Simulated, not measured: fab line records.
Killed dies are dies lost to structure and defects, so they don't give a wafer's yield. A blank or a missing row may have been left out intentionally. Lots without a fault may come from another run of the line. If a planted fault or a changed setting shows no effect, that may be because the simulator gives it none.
Problem report, 8D (eight disciplines) form, completed by code    flow gf180mcu    the parts of the form that need people (team, actions taken, sign-off) are left out

== 1. THE ISSUE ==
cathode-dc-power-W at GF_MIM_SPUTTER_07 reads a mean of 8017.2 W on 2 wafers of 2 lots; wafers without a fault read 6500.0 W with a standard deviation of 1.1. That is +99 or more standard deviations from the usual mean.
The step: material TiN, target thk 60 nm, time 50 s.
Seen first at day 29 05:05 on pvd-sputter-02, wafer L787.6. At this step, 35 wafers from 12 lots have a number in the record. By rule, "out" or "out of limits" means more than 4 standard deviations away from the usual mean. Any other wafer with a number is counted as sound.

== 2. WHAT IT IS AND WHAT IT IS NOT ==
question                     is                  is not
which readings at this step  cathode-dc-power-W  throttle-valve-pct
which lots                   L787, L790          L772, L773, L775, L776, L781, L782, L785, L786, L792, L793
which wafers of those lots   L787.6, L790.5      L787.2, L787.3, L790.2, L790.3
read on which tools          pvd-sputter-02      pvd-sputter-03, pvd-sputter-04
when                         from day 29 05:05   up to then (25 sound wafers); but 8 sound wafers of L790, L792, L793 came after

== 3. WHAT RULES OUT EACH SUSPECT ==
Counting: any tool at a process step up to the reading remains a suspect provided it ran every lot that is out. Sound lots after the first of them don't rule it out here, since some wafers of a struck lot are sound.
- rie-metal-03 at GF_M4_METAL_ETCH_16 (etches the open film in Cl2/BCl3, stops on SiO2, target depth 750.8 nm, time 125.1 s): kept. It processed each lot that is out (first: L787, day 28 06:46); up to then, its last sound lot is L786 (day 27 23:40).
- pvd-sputter-02 at GF_MIM_SPUTTER_07 (material TiN, target thk 60 nm, time 50 s): kept. It processed each lot that is out (first: L787, day 29 05:05); up to then, its last sound lot is L786 (day 28 22:38). Its own cathode-dc-power-W readings are out on those wafers.
Left after counting: rie-metal-03 at GF_M4_METAL_ETCH_16, pvd-sputter-02 at GF_MIM_SPUTTER_07.

== 4. THE CAUSE (what the simulator had put in) ==
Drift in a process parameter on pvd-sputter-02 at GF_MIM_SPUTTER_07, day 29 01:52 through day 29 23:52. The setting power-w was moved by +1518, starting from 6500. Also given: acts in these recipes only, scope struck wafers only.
Counting leaves 2 suspects; this tool is one of them.

== 5. THE CHAIN OF EFFECTS, in route order ==
Each row: a reading where the mean over the struck wafers with a number is more than 3 standard deviations away from the usual. Only readings for which the record gives a usual standard deviation are gone through. hours: the time from each lot's start at the first step in this table that gives one to its start at this step, as a median over the lots. sigmas: the change in usual standard deviations.
hours  step                     reading               usual     on struck wafers  change   sigmas
0      GF_MIM_SPUTTER_07        cathode-dc-power-W    6500.0 W  8017.2            +1517.2  +99 or more
93     GF_PASSIVATION_PROBE_99  defect-limited-yield  90.4 %    59.3              -31.1    -22
93     GF_PASSIVATION_PROBE_99  killed-at-other       0.3       156.0             +155.7   +99 or more
93     GF_PASSIVATION_PROBE_99  killed-dies           47        200               +153     +22
93     GF_PASSIVATION_PROBE_99  sort_bin_3_pad_short  0.5 %     32.4              +31.9    +91
93     GF_PASSIVATION_PROBE_99  sort-n-pass           445       292               -153     -22
93     GF_PASSIVATION_PROBE_99  sort-yield-pct        90.4 %    59.3              -31.1    -22
It contains these process steps:
- GF_MIM_SPUTTER_07: material TiN, target thk 60 nm, time 50 s.
- GF_PASSIVATION_PROBE_99

== 6. HOW IT WOULD HAVE BEEN CAUGHT EARLIER ==
In this record no reading fell out of limits until day 29 05:05, 3 hours after the fault had begun at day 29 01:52.
